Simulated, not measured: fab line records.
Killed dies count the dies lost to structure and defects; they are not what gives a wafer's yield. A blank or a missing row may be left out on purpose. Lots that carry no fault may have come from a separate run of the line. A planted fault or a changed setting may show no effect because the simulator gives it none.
A single fault, viewed from 2 desks | flow gf180mcu | each desk has only its own numbers; what lay behind them comes last

== AT THE METROLOGY DESK ==
Means of the sampled wafers that have a number, per lot and without regard to the tool the lot ran on: this is what the gauges read. The brackets show how far a lot's mean lies from the usual mean; more than 4 standard deviations puts the lot out of limits, marked OUT.
Columns: A = HV_LDD_03_OVL at GF_HV_LDD_OVL_MEAS_47, usual 1.2 nm; B = cd_nm at GF_PSD_CD_MEAS_07, usual 400.4 nm
lot  | first seen here | A    | B
L178 | day 13 01:40    | -0.2 | 402.5
L181 | day 13 22:13    | 0.5  | 397.7
L184 | day 15 00:20    | 2.5  | 395.4
L185 | day 15 08:49    | 1.3  | 398.2
L186 | day 15 16:51    | 1.5  | 397.3
L191 | day 17 13:43    | 0.8  | 404.8
L193 | day 17 22:54    | 2.7  | 396.8
L194 | day 18 08:48    | 0.6  | 405.6
L196 | day 19 03:38    | 0.1  | 397.3
L197 | day 19 08:38    | 0.4  | 401.4
L198 | day 19 17:01    | 1.6  | 401.1
L199 | day 19 22:56    | 1.2  | 400.4
This desk's finding: nothing out of limits on any of the 12 lots.

== AT THE TOOL OWNER'S DESK: litho_track-02 ==
The tool's own readings at GF_PSD_COAT_02 (resist thk 1000 nm): means of the sampled wafers that have a number, for each lot that ran on this tool. The brackets show how far a lot's mean lies from the usual mean; more than 4 standard deviations puts the lot out of limits, marked OUT.
Columns: A = spin_speed_rpm at GF_PSD_COAT_02, usual 2999.9 rpm
lot  | first seen here | A
L178 | day 14 11:46    | 3000.2
L184 | day 16 12:44    | 2907.1 (-52) OUT
L185 | day 16 21:28    | 2908.5 (-51) OUT
L186 | day 17 06:38    | 2906.7 (-52) OUT
L194 | day 20 00:37    | 3000.9
L196 | day 20 19:32    | 3000.0
L197 | day 20 23:41    | 2998.8
This desk finds L184, L185, L186 out of limits, L184 being first, at day 16 12:44 (spin_speed_rpm at GF_PSD_COAT_02). L178, L194, L196, L197 stayed within limits.

== ALL TOGETHER ==
The tool owner's desk could have raised an alarm at day 16 12:44, on L184, L185, L186.
Nothing out of limits was seen by the metrology desk.
The metrology desk has L184, L185, L186 on record, within its limits.
On litho_track-02, each named lot ran GF_PSD_COAT_02.

== WHAT THE SIMULATOR HAD PUT IN ==
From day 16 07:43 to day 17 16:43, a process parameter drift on litho_track-02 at GF_PSD_COAT_02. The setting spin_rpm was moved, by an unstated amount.
Struck lots among those shown: L184, L185, L186.
Delay in hours, fault start to first out-of-limits reading, by desk: the tool owner's desk at 5.
